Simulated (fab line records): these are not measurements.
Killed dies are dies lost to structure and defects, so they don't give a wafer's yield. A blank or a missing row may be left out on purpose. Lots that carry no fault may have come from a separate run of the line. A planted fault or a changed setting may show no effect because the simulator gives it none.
Chamber matching || flow gf180mcu || GF_V5_CMP_04 on cmp-02 has 4 sister chambers
The step polishes SiO2. 14 wafers are shown with their chamber, then 7 later ones without.

WAFERS, EACH WITH ITS CHAMBER
{"wafer": "L217.4", "chamber": 0, "motor-current-A (A)": 12.3}
{"wafer": "L217.5", "chamber": 1, "motor-current-A (A)": 12.6}
{"wafer": "L217.6", "chamber": 2, "motor-current-A (A)": 10.7}
{"wafer": "L219.1", "chamber": 3, "motor-current-A (A)": 10.3}
{"wafer": "L219.4", "chamber": 1, "motor-current-A (A)": 12.8}
{"wafer": "L219.5", "chamber": 0, "motor-current-A (A)": 12.8}
{"wafer": "L221.2", "chamber": 0, "motor-current-A (A)": 12.8}
{"wafer": "L221.3", "chamber": 2, "motor-current-A (A)": 9.6}
{"wafer": "L221.5", "chamber": 0, "motor-current-A (A)": 12.5}
{"wafer": "L230.1", "chamber": 2, "motor-current-A (A)": 10.8}
{"wafer": "L230.4", "chamber": 3, "motor-current-A (A)": 10.2}
{"wafer": "L230.5", "chamber": 1, "motor-current-A (A)": 13.6}
{"wafer": "L235.2", "chamber": 1, "motor-current-A (A)": 13.6}
{"wafer": "L235.3", "chamber": 3, "motor-current-A (A)": 10.4}

SIGNATURES (means of the wafers above)
{"reading": "motor-current-A", "chamber 0": 12.600, "chamber 1": 13.150, "chamber 2": 10.367, "chamber 3": 10.300, "scatter within a chamber": 0.438}
Rule: for a wafer and a chamber, the distance is found by dividing, reading by reading, the gap between the wafer's reading and the chamber's mean by the reading's scatter, squaring, summing and taking the root. If the next closest chamber is less than 2 further off than the closest, the wafer can't be placed; otherwise it belongs to the closest. The scatter: the root of (the sum of the squares of (reading less its chamber's mean) over the shown wafers, divided by (wafers less chambers)).

WAFERS MISSING THEIR CHAMBER
{"wafer": "L235.4", "motor-current-A (A)": 12.9}
{"wafer": "L236.1", "motor-current-A (A)": 10.8}
{"wafer": "L236.3", "motor-current-A (A)": 13.2}
{"wafer": "L236.5", "motor-current-A (A)": 10.6}
{"wafer": "L240.1", "motor-current-A (A)": 13.1}
{"wafer": "L240.4", "motor-current-A (A)": 10.9}
{"wafer": "L240.5", "motor-current-A (A)": 13.3}

WHICH CHAMBER EACH WENT THROUGH
{"wafer": "L235.4", "from the rows above": "can't be placed: 1 or 0", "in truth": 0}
{"wafer": "L236.1", "from the rows above": "can't be placed: 2 or 3", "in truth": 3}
{"wafer": "L236.3", "from the rows above": "can't be placed: 1 or 0", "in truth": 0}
{"wafer": "L236.5", "from the rows above": "can't be placed: 2 or 3", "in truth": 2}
{"wafer": "L240.1", "from the rows above": "can't be placed: 1 or 0", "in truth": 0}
{"wafer": "L240.4", "from the rows above": "can't be placed: 2 or 3", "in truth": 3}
{"wafer": "L240.5", "from the rows above": "can't be placed: 1 or 0", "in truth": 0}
Correctly placed: 0 of 7. From these rows, 7 cannot be placed; in 7 the true chamber is one of the candidates. Wrongly placed: 0.
